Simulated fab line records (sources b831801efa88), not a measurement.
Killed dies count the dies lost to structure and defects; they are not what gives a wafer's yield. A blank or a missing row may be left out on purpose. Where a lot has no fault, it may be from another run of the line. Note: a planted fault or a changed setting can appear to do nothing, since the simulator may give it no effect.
Chamber matching / flow gf180mcu / 3 sister chambers for GF_V4_CVD_02 on pecvd-01
The step deposits SiO2 from TEOS, target thk 850 nm, time 94.851 s. 3 wafers are shown with their chamber, then 9 later ones without.

## WAFERS WITH THEIR CHAMBER
wafer=L092.4; chamber=1; heater-power-w (W)=773
wafer=L092.5; chamber=0; heater-power-w (W)=634
wafer=L092.6; chamber=2; heater-power-w (W)=686

## WAFERS WITHOUT THEIR CHAMBER
wafer=L094.2; heater-power-w (W)=703
wafer=L094.4; heater-power-w (W)=793
wafer=L094.6; heater-power-w (W)=566
wafer=L097.3; heater-power-w (W)=635
wafer=L097.4; heater-power-w (W)=783
wafer=L097.6; heater-power-w (W)=788
wafer=L091.1; heater-power-w (W)=786
wafer=L091.2; heater-power-w (W)=775
wafer=L091.6; heater-power-w (W)=647

## EACH ONE'S CHAMBER
wafer=L094.2; from the rows above=2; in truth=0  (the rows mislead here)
wafer=L094.4; from the rows above=1; in truth=1
wafer=L094.6; from the rows above=0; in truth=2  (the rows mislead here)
wafer=L097.3; from the rows above=can't be placed: 0 or 2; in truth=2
wafer=L097.4; from the rows above=1; in truth=1
wafer=L097.6; from the rows above=1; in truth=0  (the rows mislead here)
wafer=L091.1; from the rows above=1; in truth=1
wafer=L091.2; from the rows above=1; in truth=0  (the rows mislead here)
wafer=L091.6; from the rows above=can't be placed: 0 or 2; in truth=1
3 of 9 placed correctly. Not placeable from these rows: 2 (in 1, the candidates include the true chamber). Placed wrongly: 4.
How it was worked out, from the rows above alone: a wafer's distance from a chamber is the root of the sum, over the readings, of the square of ((its reading less the chamber's mean) divided by the reading's scatter). The wafer belongs to the nearest chamber; if the next one is less than 2 further off, it can't be placed. For every chamber, the mean is computed from those of its wafers that are shown. The scatter: with one shown wafer a chamber, the root of the mean of the squares of how far each hidden wafer lies from its nearest shown one.
